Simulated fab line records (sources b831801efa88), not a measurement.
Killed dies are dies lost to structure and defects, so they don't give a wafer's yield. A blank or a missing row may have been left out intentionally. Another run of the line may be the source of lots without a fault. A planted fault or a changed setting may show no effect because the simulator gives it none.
fab line records	flow sky130
record lots=13	wafers=39	last_day=51
route steps=708 shown FIELD_ISO@24 NWELL@75 VT_ADJUST_HVTP@95 VT_ADJUST_LVTN@107 PAD_OPEN@708
lots that met no fault: taken from a fault-free run of the same line
start_h: the number of hours between the record's first day and the start of the first shown wafer of the lot	wait_h: time in hours since the lot's previous step	" the same as in the row above	L1.1+2: several wafers, shown together as one row	- no value present, or no start provided	* or withheld: withheld	< > ~ a bound
route shown NAME@n: a module of which the file shows steps, and the number in the route of the first	usual: mean/standard deviation taken from wafers without a fault	same: alike in all rows	chamber/n: place in a boat	sites: readings site by site	_std_site: the values' standard deviation	_edge_site: inner sites' mean taken away from outer sites' mean	radius_mm: for every site, how far away it sits from the centre of the wafer	mask NAME#n: copy n	behind: the last tool/chamber to shape the wafer	hold: cause of the lot's hold/its duration in hours/its outcome	device: the n, p or np transistor that did not switch	end of line: the route-end tests of the same wafers	step lacking rows: just its recipe	killed: the dies lost at the first sort to structure and to defects; this is not the yield of the wafer	map: a wafer's dies, x killed, . not, _ none there
set.NAME: the setting as run; set.NAME@STEP: as run at that earlier step	model.NAME: the simulator's own value behind a step, which no gauge read
a sample of lots followed through the steps of the route, with each step as a table and each wafer as a row
services: from which hour (start_h, from the record's first day; less than 0 if before it) a tool's chamber was out of use, for how many hours, and why
## steps
# step SKY_FIELD_ISO_THK_MEAS_23
# recipe reads=SiO2_of_FIELD_ISO_OXIDATION_22
# usual FIELD_ISO_OXIDATION_01_THK=10.06/0.21
lot.wafer	tool	chamber	start_h	wait_h	FIELD_ISO_OXIDATION_01_THK[nm]
L389.1	film_metro-02	-	38.07	0.0	10.05
L389.4	"	-	"	"	10.16
L389.5	"	-	"	"	10.10
L391.1	film_metro-04	-	46.83	0.0	9.95
L391.4	"	-	"	"	9.69
L391.6	"	-	"	"	9.65
L392.1	film_metro-04	-	52.32	0.0	9.99
L392.5	"	-	"	"	9.94
L392.6	"	-	"	"	10.13
L394.2	film_metro-01	-	65.05	0.0	10.16
L394.3	"	-	"	"	10.13
L394.4	"	-	"	"	10.05
L395.1	film_metro-01	-	68.96	0.0	9.60
L395.2	"	-	"	"	9.68
L395.5	"	-	"	"	9.55
L396.3	film_metro-04	-	75.81	0.0	9.73
L396.4	"	-	"	"	9.89
L396.6	"	-	"	"	9.56
L405.2	film_metro-04	-	122.62	0.0	10.28
L405.3	"	-	"	"	10.39
L405.4	"	-	"	"	10.15
L406.1	film_metro-01	-	125.18	0.0	10.28
L406.3	"	-	"	"	10.12
L406.6	"	-	"	"	10.24
L407.1	film_metro-01	-	131.84	0.0	10.48
L407.2	"	-	"	"	10.36
L407.6	"	-	"	"	10.48
L408.1	film_metro-01	-	134.98	0.0	10.37
L408.3	"	-	"	"	10.42
L408.6	"	-	"	"	10.25
L409.4	film_metro-02	-	141.34	0.0	10.33
L409.5	"	-	"	"	10.24
L409.6	"	-	"	"	10.42
L410.1	film_metro-04	-	145.19	0.0	10.33
L410.2	"	-	"	"	10.22
L410.5	"	-	"	"	10.10
L411.2	film_metro-02	-	149.91	0.0	10.14
L411.3	"	-	"	"	10.08
L411.5	"	-	"	"	10.17
# step SKY_NWELL_DEVELOP_22
# recipe wall_angle_deg=90	developer=TMAH	develop_time_s=60	dev_temp_c=23
lot.wafer	tool	chamber	start_h	wait_h
L389.1+4+5	litho_track-02	0	114	-
L391.1+4+6	litho_track-03	0	124	-
L392.1+5+6	litho_track-03	0	129	-
L394.2+3+4	litho_track-04	0	142	-
L395.1+2+5	litho_track-04	0	148	-
L396.3+4+6	litho_track-04	0	155	-
L405.2+3+4	litho_track-03	0	213	-
L406.1+3+6	litho_track-03	0	216	-
L407.1+2+6	litho_track-02	0	222	-
L408.1+3+6	litho_track-04	0	226	-
L409.4+5+6	litho_track-04	0	233	-
L410.1+2+5	litho_track-04	0	239	-
L411.2+3+5	litho_track-03	0	242	-
# step SKY_NWELL_OVL_MEAS_23
# usual NWELL_01_OVL=0.6/1.5
lot.wafer	tool	chamber	start_h	wait_h	NWELL_01_OVL[nm]
L389.1	overlay-01	-	114.30	-	0.9
L389.4	"	-	"	"	2.2
L389.5	"	-	"	"	3.4
L391.1	overlay-01	-	124.36	-	-0.2
L391.4	"	-	"	"	0.1
L391.6	"	-	"	"	1.9
L392.1	overlay-02	-	129.21	-	1.7
L392.5	"	-	"	"	0.9
L392.6	"	-	"	"	1.7
L394.2	overlay-02	-	142.99	-	2.8
L394.3	"	-	"	"	2.4
L394.4	"	-	"	"	2.4
L395.1	overlay-02	-	148.98	-	0.6
L395.2	"	-	"	"	-1.3
L395.5	"	-	"	"	-
L396.3	overlay-02	-	155.99	-	-1.0
L396.4	"	-	"	"	1.8
L396.6	"	-	"	"	-
L405.2	overlay-02	-	213.92	-	-0.1
L405.3	"	-	"	"	-0.9
L405.4	"	-	"	"	-0.3
L406.1	overlay-02	-	216.81	-	0.7
L406.3	"	-	"	"	1.8
L406.6	"	-	"	"	1.1
L407.1	overlay-02	-	222.44	-	0.8
L407.2	"	-	"	"	1.3
L407.6	"	-	"	"	2.3
L408.1	overlay-02	-	226.73	-	-0.1
L408.3	"	-	"	"	0.8
L408.6	"	-	"	"	0.5
L409.4	overlay-02	-	233.15	-	1.2
L409.5	"	-	"	"	-0.5
L409.6	"	-	"	"	0.1
L410.1	overlay-01	-	239.28	-	1.2
L410.2	"	-	"	"	1.3
L410.5	"	-	"	"	1.0
L411.2	overlay-02	-	242.82	-	1.5
L411.3	"	-	"	"	1.2
L411.5	"	-	"	"	2.2
# step SKY_VT_ADJUST_HVTP_STRIP_10
# recipe chemistry=O2/N2	power_w=1400	pressure_mtorr=1500	platen_temp_c=withheld	o2_flow_sccm=3000	n2_flow_sccm=300	overash_fraction=0.5
# usual drypump_motor_current_A=6.0/0.4	oes_product_au=0.715/0.0042	strip_time_to_endpoint_s=14.21/0.045
lot.wafer	tool	chamber	start_h	wait_h	drypump_motor_current_A	oes_product_au	rf_hours_counter_h	strip_time_to_endpoint_s
L389.1	plasma_asher-03	1	133.89	0.1	6.3	0.716	1	14.21
L389.4	"	1	"	"	6.3	0.710	-	14.18
L389.5	"	0	"	"	5.6	0.719	-	14.17
L391.1	plasma_asher-01	0	144.90	0.1	5.4	0.719	40	14.19
L391.4	"	1	"	"	6.2	0.716	-	14.22
L391.6	"	1	"	"	6.2	0.706	-	14.23
L392.1	plasma_asher-04	0	149.85	0.1	5.9	0.711	28	14.26
L392.5	"	0	"	"	5.9	0.714	-	14.27
L392.6	"	1	"	"	6.5	0.712	-	14.28
L394.2	plasma_asher-01	0	163.72	0.1	5.3	0.716	42	14.19
L394.3	"	1	"	"	6.2	0.730	-	14.19
L394.4	"	0	"	"	5.4	0.711	-	14.21
L395.1	plasma_asher-01	1	168.12	0.1	6.2	0.717	43	14.20
L395.2	"	0	"	"	5.4	0.711	43	14.21
L395.5	"	0	"	"	5.3	0.708	-	14.16
L396.3	plasma_asher-01	1	177.65	0.1	6.2	0.716	-	14.16
L396.4	"	0	"	"	5.4	0.719	-	14.15
L396.6	"	0	"	"	5.4	0.712	-	14.15
L405.2	plasma_asher-04	0	237.45	0.1	5.9	0.709	36	14.29
L405.3	"	0	"	"	5.9	0.721	-	14.28
L405.4	"	1	"	"	6.5	0.714	-	14.29
L406.1	plasma_asher-01	1	240.49	0.1	6.2	0.710	51	14.18
L406.3	"	0	"	"	5.4	0.715	-	14.20
L406.6	"	0	"	"	5.3	0.714	-	14.19
L407.1	plasma_asher-03	1	246.27	0.1	6.3	0.718	10	14.15
L407.2	"	0	"	"	5.6	0.720	10	14.24
L407.6	"	0	"	"	5.6	0.722	-	14.19
L408.1	plasma_asher-04	0	250.92	0.1	5.9	0.719	37	14.23
L408.3	"	1	"	"	6.5	0.718	-	14.28
L408.6	"	0	"	"	5.9	0.714	-	14.25
L409.4	plasma_asher-01	1	258.10	0.1	6.2	0.717	-	14.21
L409.5	"	1	"	"	6.2	0.709	-	14.20
L409.6	"	0	"	"	5.4	0.715	-	14.24
L410.1	plasma_asher-01	1	264.69	0.1	6.2	0.717	53	14.15
L410.2	"	0	"	"	5.4	0.716	53	14.15
L410.5	"	1	"	"	6.2	0.711	-	14.16
L411.2	plasma_asher-04	1	268.60	0.1	6.4	0.714	39	14.11
L411.3	"	0	"	"	5.9	0.711	-	14.13
L411.5	"	1	"	"	6.5	0.716	-	14.13
# step SKY_VT_ADJUST_LVTN_TW_MEAS_10
# usual VT_ADJUST_LVTN_TW=243/3.3
lot.wafer	tool	chamber	start_h	wait_h	VT_ADJUST_LVTN_TW
L389.1	film_metro-03	-	154.50	0.1	238
L389.4	"	-	"	"	240
L389.5	"	-	"	"	239
L391.1	film_metro-03	-	165.24	0.1	240
L391.4	"	-	"	"	239
L391.6	"	-	"	"	239
L392.1	film_metro-04	-	168.75	0.1	246
L392.5	"	-	"	"	247
L392.6	"	-	"	"	247
L394.2	film_metro-03	-	183.79	0.1	239
L394.3	"	-	"	"	241
L394.4	"	-	"	"	241
L395.1	film_metro-03	-	190.24	0.1	239
L395.2	"	-	"	"	239
L395.5	"	-	"	"	239
L396.3	film_metro-02	-	200.53	0.1	243
L396.4	"	-	"	"	243
L396.6	"	-	"	"	242
L405.2	film_metro-03	-	261.71	0.1	237
L405.3	"	-	"	"	238
L405.4	"	-	"	"	238
L406.1	film_metro-03	-	265.05	0.1	239
L406.3	"	-	"	"	239
L406.6	"	-	"	"	240
L407.1	film_metro-04	-	271.30	0.1	245
L407.2	"	-	"	"	245
L407.6	"	-	"	"	246
L408.1	film_metro-04	-	276.14	0.1	245
L408.3	"	-	"	"	245
L408.6	"	-	"	"	247
L409.4	film_metro-04	-	283.46	0.1	245
L409.5	"	-	"	"	246
L409.6	"	-	"	"	245
L410.1	film_metro-04	-	289.98	0.1	246
L410.2	"	-	"	"	246
L410.5	"	-	"	"	245
L411.2	film_metro-03	-	295.14	0.1	239
L411.3	"	-	"	"	239
L411.5	"	-	"	"	240
# step SKY_PAD_OPEN_PROBE_99
# usual killed_at_M0_to_M3=43/7	killed_at_M4_up=3.1/1.5	killed_at_contacts=23/4.9	killed_at_front_end=16/3.9	killed_at_other=0.3/0.52	killed_dies=86/8.2	killed_on_rim=16/3.7	killed_open=47/6.1	killed_short=38/5.8
# same gross_dies=492	killed_at_back_side=0
lot.wafer	tool	chamber	start_h	wait_h	hold	killed_at_M0_to_M3	killed_at_M4_up	killed_at_contacts	killed_at_front_end	killed_at_other	killed_dies	killed_on_rim	killed_open	killed_short
L389.1	prober-02	-	1120.28	0.1	-	45	2	30	18	0	95	15	52	43
L389.4	prober-02	-	1120.43	0.2	-	44	5	16	17	0	82	10	49	33
L389.5	prober-02	-	1120.48	0.2	-	42	4	23	13	0	82	12	47	35
L391.1	prober-01	-	1126.62	0.1	-	41	3	22	13	0	79	12	53	26
L391.4	prober-01	-	1126.77	0.2	-	53	4	17	23	0	97	18	43	53
L391.6	prober-01	-	1126.87	0.2	-	44	5	25	14	0	88	17	55	33
L392.1	prober-02	-	1133.32	0.1	-	49	5	26	16	0	96	14	50	45
L392.5	prober-02	-	1133.52	0.2	-	40	2	22	11	0	75	18	40	32
L392.6	prober-02	-	1133.57	0.2	-	49	2	22	11	1	85	19	51	34
L394.2	prober-02	-	1144.47	0.1	-	36	6	18	17	0	77	15	44	31
L394.3	prober-02	-	1144.52	0.2	-	51	5	23	15	0	94	23	53	39
L394.4	prober-02	-	1144.57	0.2	-	39	6	22	17	0	84	19	44	39
L395.1	prober-01	-	1153.14	0.1	await_dispo/4.4h/release	44	4	26	24	0	98	24	53	45
L395.2	prober-01	-	1153.19	0.1	await_dispo/4.4h/release	46	3	18	14	1	82	15	48	33
L395.5	prober-01	-	1153.34	0.2	await_dispo/4.4h/release	39	0	25	427	1	492	96	41	37
L396.3	prober-02	-	1164.45	0.2	await_dispo/13.3h/release	34	5	18	21	0	78	14	48	30
L396.4	prober-02	-	1164.50	0.2	await_dispo/13.3h/release	41	4	21	25	0	91	22	46	45
L396.6	prober-02	-	1164.60	0.2	await_dispo/13.3h/release	55	4	21	412	0	492	96	47	42
L406.1	prober-02	-	1208.70	0.1	-	39	2	23	14	0	78	16	45	33
L406.3	prober-02	-	1208.80	0.2	-	39	2	19	23	0	83	12	51	32
L406.6	prober-02	-	1208.95	0.2	-	58	6	29	16	0	109	18	55	54
L405.2	prober-01	-	1213.51	0.1	-	47	3	28	11	0	89	12	52	37
L405.3	prober-01	-	1213.56	0.2	-	43	2	25	19	0	89	16	52	37
L405.4	prober-01	-	1213.61	0.2	-	43	6	25	17	0	91	16	49	39
L407.1	prober-02	-	1218.31	0.1	-	40	2	21	18	0	81	12	46	33
L407.2	prober-02	-	1218.36	0.1	-	43	3	24	13	0	83	15	46	37
L407.6	prober-02	-	1218.56	0.2	-	44	3	21	12	0	80	12	43	37
L408.1	prober-01	-	1219.55	0.1	-	58	3	30	11	2	104	14	59	44
L408.3	prober-01	-	1219.65	0.2	-	47	5	20	12	0	84	22	50	34
L408.6	prober-01	-	1219.80	0.2	-	47	3	29	14	0	93	17	50	43
L410.1	prober-02	-	1223.15	0.1	-	40	1	26	14	0	81	14	44	37
L410.2	prober-02	-	1223.20	0.1	-	31	2	28	14	0	75	21	42	33
L410.5	prober-02	-	1223.35	0.2	-	47	3	29	16	0	95	19	55	40
L409.4	prober-01	-	1223.99	0.2	-	43	4	27	14	0	88	14	47	40
L409.5	prober-01	-	1224.04	0.2	-	41	3	23	17	1	85	16	36	48
L409.6	prober-01	-	1224.09	0.2	-	51	1	24	10	0	86	17	41	43
L411.2	prober-02	-	1225.46	0.1	-	40	4	16	9	1	70	11	38	32
L411.3	prober-02	-	1225.51	0.2	-	47	1	30	23	0	101	13	53	48
L411.5	prober-02	-	1225.61	0.2	-	43	5	19	15	0	82	8	40	42
# killed by level:class
L389.1 METAL1:geometric_particle:short=10 CONTACT:geometric_particle:open=10 LI_CONTACT:geometric_particle:open=9 VIA2:geometric_particle:open=7 VIA1:geometric_particle:open=7 FIELD_ISO:geometric_particle:short=6 FIELD_ISO:geometric_particle:open=6 METAL2:geometric_particle:short=6
L389.4 VIA2:geometric_particle:open=12 LI_CONTACT:geometric_particle:open=6 VIA1:geometric_particle:open=6 METAL2:geometric_particle:short=5 CONTACT:geometric_particle:open=5 VIA3:geometric_particle:open=5 POLY_GATE:geometric_particle:short=4 METAL1:geometric_particle:short=4
L389.5 CONTACT:geometric_particle:open=8 VIA3:geometric_particle:open=8 VIA2:geometric_particle:open=7 LOCAL_INTERCONNECT:geometric_particle:short=6 VIA1:geometric_particle:open=6 LI_CONTACT:geometric_particle:open=4 METAL2:geometric_particle:short=4 METAL1:geometric_particle:short=4
L391.1 CONTACT:geometric_particle:open=13 VIA2:geometric_particle:open=8 VIA3:geometric_particle:open=7 VIA1:geometric_particle:open=7 VIA2:geometric_particle:short=5 SPACER:geometric_particle:open=4 LI_CONTACT:geometric_particle:open=4 METAL2:geometric_particle:short=4
L391.4 METAL2:geometric_particle:short=9 VIA1:geometric_particle:short=8 VIA1:geometric_particle:open=8 FIELD_ISO:geometric_particle:open=6 CONTACT:geometric_particle:short=6 VIA3:geometric_particle:open=6 METAL1:geometric_particle:short=5 VIA2:geometric_particle:open=5
L391.6 CONTACT:geometric_particle:open=14 VIA1:geometric_particle:open=13 VIA3:geometric_particle:open=9 METAL2:geometric_particle:short=5 METAL4:geometric_particle:short=5 FIELD_ISO:geometric_particle:open=4 LI_CONTACT:geometric_particle:open=4 POLY_GATE:geometric_particle:short=3
L392.1 VIA1:geometric_particle:open=12 CONTACT:geometric_particle:open=10 VIA1:geometric_particle:short=10 LI_CONTACT:geometric_particle:open=7 FIELD_ISO:geometric_particle:open=5 POLY_GATE:geometric_particle:open=5 METAL2:geometric_particle:short=5 VIA3:geometric_particle:open=5
L392.5 VIA1:geometric_particle:open=11 LI_CONTACT:geometric_particle:open=7 CONTACT:geometric_particle:open=6 METAL1:geometric_particle:short=5 METAL2:geometric_particle:short=5 LOCAL_INTERCONNECT:geometric_particle:short=4 CONTACT:geometric_particle:short=4 VIA1:geometric_particle:short=4
L392.6 VIA1:geometric_particle:open=13 LI_CONTACT:geometric_particle:open=8 METAL2:geometric_particle:short=7 VIA3:geometric_particle:open=6 CONTACT:geometric_particle:open=6 VIA2:geometric_particle:open=6 VIA1:geometric_particle:short=5 FIELD_ISO:geometric_particle:short=4
L394.2 CONTACT:geometric_particle:open=10 VIA1:geometric_particle:open=8 VIA3:geometric_particle:open=7 VIA2:geometric_particle:open=6 METAL2:geometric_particle:short=5 VIA3:geometric_particle:short=4 LI_CONTACT:geometric_particle:open=4 CONTACT:geometric_particle:short=4
L394.3 VIA1:geometric_particle:open=15 CONTACT:geometric_particle:open=10 VIA2:geometric_particle:open=7 VIA3:geometric_particle:open=6 LI_CONTACT:geometric_particle:open=5 CONTACT:geometric_particle:short=5 METAL4:geometric_particle:short=5 METAL2:geometric_particle:short=5
L394.4 VIA3:geometric_particle:open=9 LI_CONTACT:geometric_particle:open=8 VIA1:geometric_particle:open=8 METAL1:geometric_particle:short=6 FIELD_ISO:geometric_particle:open=5 CONTACT:geometric_particle:open=5 FIELD_ISO:geometric_particle:short=4 METAL4:geometric_particle:short=4
L395.1 VIA1:geometric_particle:open=13 VIA2:geometric_particle:open=8 LI_CONTACT:geometric_particle:open=7 FIELD_ISO:geometric_particle:open=6 FIELD_ISO:geometric_particle:short=5 METAL1:geometric_particle:short=5 LI_CONTACT:geometric_particle:short=5 POLY_GATE:geometric_particle:open=5
L395.2 VIA1:geometric_particle:open=11 LI_CONTACT:geometric_particle:open=8 VIA1:geometric_particle:short=6 VIA2:geometric_particle:open=6 METAL2:geometric_particle:short=5 VIA3:geometric_particle:open=5 FIELD_ISO:geometric_particle:short=4 FIELD_ISO:geometric_particle:open=4
L395.5 NWELL:area_develop=413 CONTACT:geometric_particle:open=8 VIA1:geometric_particle:open=7 LI_CONTACT:geometric_particle:open=6 METAL1:geometric_particle:short=6 POLY_GATE:geometric_particle:open=5 CONTACT:geometric_particle:short=5 VIA2:geometric_particle:short=5
L396.3 VIA2:geometric_particle:open=8 CONTACT:geometric_particle:open=7 VIA3:geometric_particle:open=6 FIELD_ISO:geometric_particle:open=5 VIA1:geometric_particle:open=5 FIELD_ISO:geometric_particle:short=4 POLY_GATE:geometric_particle:open=4 METAL2:geometric_particle:short=4
L396.4 FIELD_ISO:geometric_particle:open=8 CONTACT:geometric_particle:open=7 VIA1:geometric_particle:open=7 METAL1:geometric_particle:short=7 VIA1:geometric_particle:short=7 POLY_GATE:geometric_particle:short=6 LOCAL_INTERCONNECT:geometric_particle:short=5 VIA2:geometric_particle:open=5
L396.6 NWELL:area_develop=403 VIA1:geometric_particle:open=11 VIA3:geometric_particle:open=9 LI_CONTACT:geometric_particle:open=7 VIA2:geometric_particle:short=6 METAL2:geometric_particle:short=6 VIA2:geometric_particle:open=6 CONTACT:geometric_particle:open=5
L406.1 CONTACT:geometric_particle:open=11 VIA3:geometric_particle:open=9 METAL1:geometric_particle:short=7 VIA1:geometric_particle:open=6 LI_CONTACT:geometric_particle:open=6 POLY_GATE:geometric_particle:short=5 VIA1:geometric_particle:short=5 POLY_GATE:geometric_particle:open=4
L406.3 CONTACT:geometric_particle:open=10 VIA1:geometric_particle:open=9 FIELD_ISO:geometric_particle:open=8 VIA3:geometric_particle:open=7 POLY_GATE:geometric_particle:open=6 VIA2:geometric_particle:open=6 METAL1:geometric_particle:short=5 METAL2:geometric_particle:short=5
L406.6 VIA1:geometric_particle:open=11 VIA2:geometric_particle:open=11 LI_CONTACT:geometric_particle:open=8 LOCAL_INTERCONNECT:geometric_particle:short=8 CONTACT:geometric_particle:open=8 METAL1:geometric_particle:short=8 VIA1:geometric_particle:short=7 VIA3:geometric_particle:open=6
L405.2 LI_CONTACT:geometric_particle:open=11 CONTACT:geometric_particle:open=9 VIA1:geometric_particle:open=8 METAL2:geometric_particle:short=7 VIA3:geometric_particle:open=7 VIA3:geometric_particle:short=6 VIA2:geometric_particle:open=5 FIELD_ISO:geometric_particle:open=4
L405.3 VIA3:geometric_particle:open=11 VIA1:geometric_particle:open=10 VIA2:geometric_particle:open=7 CONTACT:geometric_particle:open=7 POLY_GATE:geometric_particle:open=6 POLY_GATE:geometric_particle:short=5 LI_CONTACT:geometric_particle:open=5 LOCAL_INTERCONNECT:geometric_particle:short=5
L405.4 VIA1:geometric_particle:open=17 CONTACT:geometric_particle:open=9 LI_CONTACT:geometric_particle:open=6 VIA3:geometric_particle:open=6 METAL4:geometric_particle:short=6 FIELD_ISO:geometric_particle:short=5 CONTACT:geometric_particle:short=5 METAL1:geometric_particle:short=5
L407.1 CONTACT:geometric_particle:open=8 VIA2:geometric_particle:open=8 VIA1:geometric_particle:open=8 FIELD_ISO:geometric_particle:short=7 VIA1:geometric_particle:short=5 METAL2:geometric_particle:short=5 FIELD_ISO:geometric_particle:open=4 POLY_GATE:geometric_particle:open=4
L407.2 CONTACT:geometric_particle:open=9 VIA1:geometric_particle:open=8 VIA2:geometric_particle:open=7 VIA3:geometric_particle:open=7 LI_CONTACT:geometric_particle:open=6 METAL1:geometric_particle:short=5 POLY_GATE:geometric_particle:short=4 METAL3:geometric_particle:short=4
L407.6 VIA1:geometric_particle:open=15 CONTACT:geometric_particle:open=11 VIA1:geometric_particle:short=9 LI_CONTACT:geometric_particle:open=5 FIELD_ISO:geometric_particle:short=4 POLY_GATE:geometric_particle:short=4 METAL2:geometric_particle:short=4 FIELD_ISO:geometric_particle:open=3
L408.1 VIA2:geometric_particle:open=12 CONTACT:geometric_particle:open=11 VIA1:geometric_particle:open=10 METAL2:geometric_particle:short=9 LI_CONTACT:geometric_particle:open=7 VIA3:geometric_particle:open=7 VIA1:geometric_particle:short=6 LOCAL_INTERCONNECT:geometric_particle:short=4
L408.3 VIA2:geometric_particle:open=12 VIA1:geometric_particle:open=10 LI_CONTACT:geometric_particle:open=8 CONTACT:geometric_particle:open=6 METAL1:geometric_particle:short=5 FIELD_ISO:geometric_particle:open=4 VIA1:geometric_particle:short=4 FIELD_ISO:geometric_particle:short=3
L408.6 CONTACT:geometric_particle:open=13 METAL1:geometric_particle:short=11 LI_CONTACT:geometric_particle:open=9 VIA2:geometric_particle:open=8 POLY_GATE:geometric_particle:open=6 VIA3:geometric_particle:open=5 POLY_GATE:geometric_particle:short=4 VIA1:geometric_particle:short=4
L410.1 CONTACT:geometric_particle:open=12 VIA1:geometric_particle:open=10 FIELD_ISO:geometric_particle:short=6 VIA2:geometric_particle:short=6 LI_CONTACT:geometric_particle:open=5 VIA3:geometric_particle:open=5 METAL2:geometric_particle:short=5 LOCAL_INTERCONNECT:geometric_particle:short=4
L410.2 CONTACT:geometric_particle:open=12 VIA3:geometric_particle:open=6 VIA2:geometric_particle:open=6 CONTACT:geometric_particle:short=5 VIA1:geometric_particle:open=5 POLY_GATE:geometric_particle:open=4 LI_CONTACT:geometric_particle:open=4 LOCAL_INTERCONNECT:geometric_particle:short=4
L410.5 VIA2:geometric_particle:open=11 LI_CONTACT:geometric_particle:open=10 CONTACT:geometric_particle:open=9 VIA1:geometric_particle:open=7 METAL2:geometric_particle:short=7 VIA3:geometric_particle:open=7 LOCAL_INTERCONNECT:geometric_particle:short=6 FIELD_ISO:geometric_particle:open=4
L409.4 CONTACT:geometric_particle:open=9 VIA1:geometric_particle:open=9 VIA3:geometric_particle:open=8 VIA2:geometric_particle:open=7 LI_CONTACT:geometric_particle:open=6 LOCAL_INTERCONNECT:geometric_particle:short=6 VIA3:geometric_particle:short=5 FIELD_ISO:geometric_particle:short=4
L409.5 FIELD_ISO:geometric_particle:short=8 METAL2:geometric_particle:short=8 LOCAL_INTERCONNECT:geometric_particle:short=7 LI_CONTACT:geometric_particle:open=6 CONTACT:geometric_particle:open=6 VIA1:geometric_particle:short=5 METAL1:geometric_particle:short=5 METAL1:geometric_particle:open=4
L409.6 VIA1:geometric_particle:open=12 VIA3:geometric_particle:open=9 METAL1:geometric_particle:short=6 METAL2:geometric_particle:short=6 VIA2:geometric_particle:short=5 LOCAL_INTERCONNECT:geometric_particle:short=5 CONTACT:geometric_particle:short=5 CONTACT:geometric_particle:open=5
L411.2 VIA1:geometric_particle:open=10 VIA2:geometric_particle:open=8 CONTACT:geometric_particle:open=6 FIELD_ISO:geometric_particle:short=5 METAL1:geometric_particle:short=5 VIA3:geometric_particle:open=5 METAL4:geometric_particle:short=4 VIA1:geometric_particle:short=4
L411.3 CONTACT:geometric_particle:open=12 VIA2:geometric_particle:open=11 METAL1:geometric_particle:short=8 VIA1:geometric_particle:open=8 FIELD_ISO:geometric_particle:open=7 POLY_GATE:geometric_particle:short=6 LOCAL_INTERCONNECT:geometric_particle:short=6 CONTACT:geometric_particle:short=6
L411.5 VIA2:geometric_particle:open=9 VIA1:geometric_particle:open=7 FIELD_ISO:geometric_particle:open=6 VIA1:geometric_particle:short=6 VIA3:geometric_particle:short=5 CONTACT:geometric_particle:open=5 LOCAL_INTERCONNECT:geometric_particle:short=4 POLY_GATE:geometric_particle:short=4
## services
tool	chamber	start_h	hours	kind
plasma_asher-03	-	108.75	9.0	pm
plasma_asher-03	0	108.75	9.0	vent_cycle
plasma_asher-03	1	108.75	9.0	vent_cycle
plasma_asher-03	0	117.75	-	clean
plasma_asher-03	1	117.75	-	clean
plasma_asher-01	-	136.31	2.0	repair
litho_track-02	-	152.09	-	consumable_replace:filter
plasma_asher-04	-	157.23	10.0	pm
plasma_asher-04	-	167.23	3.3	pm
plasma_asher-03	-	182.87	28.1	pm
plasma_asher-01	-	200.92	0.8	repair
plasma_asher-01	-	264.97	2.8	pm
## key
first_sign step=SKY_NWELL_OVL_MEAS_23	reading=NWELL_01_OVL	direction=missing
effect step=SKY_PAD_OPEN_PROBE_99	reading=killed_at_front_end	direction=up	sigmas=99+	usual=16	struck=420
more_kills_born_at SKY_NWELL_DEVELOP_22@litho_track-04=816
met_at SKY_NWELL_DEVELOP_22
struck_lots L395,L396
struck_wafers L395.5,L396.6
tester_left_out L395,L396
not_acting_at SKY_FIELD_ISO_THK_MEAS_23,SKY_VT_ADJUST_HVTP_STRIP_10,SKY_VT_ADJUST_LVTN_TW_MEAS_10
onset_between 142 148
fault kind=process_parameter_drift	tool=litho_track-04	chamber=-	onset_h=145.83	steps=SKY_NWELL_DEVELOP_22	channel=develop_time_s	offset=*	shape=step	end_h=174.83	scope=struck_wafers_only	acts_in=*	stated=*
# tester_left_out: of these lots the tester's yield and bins aren't shown, on N5 and GAA mostly nor the transistor test; their killed dies are dies lost to structure and defects alone, not to doping, threshold or leakage, so they don't give the yield
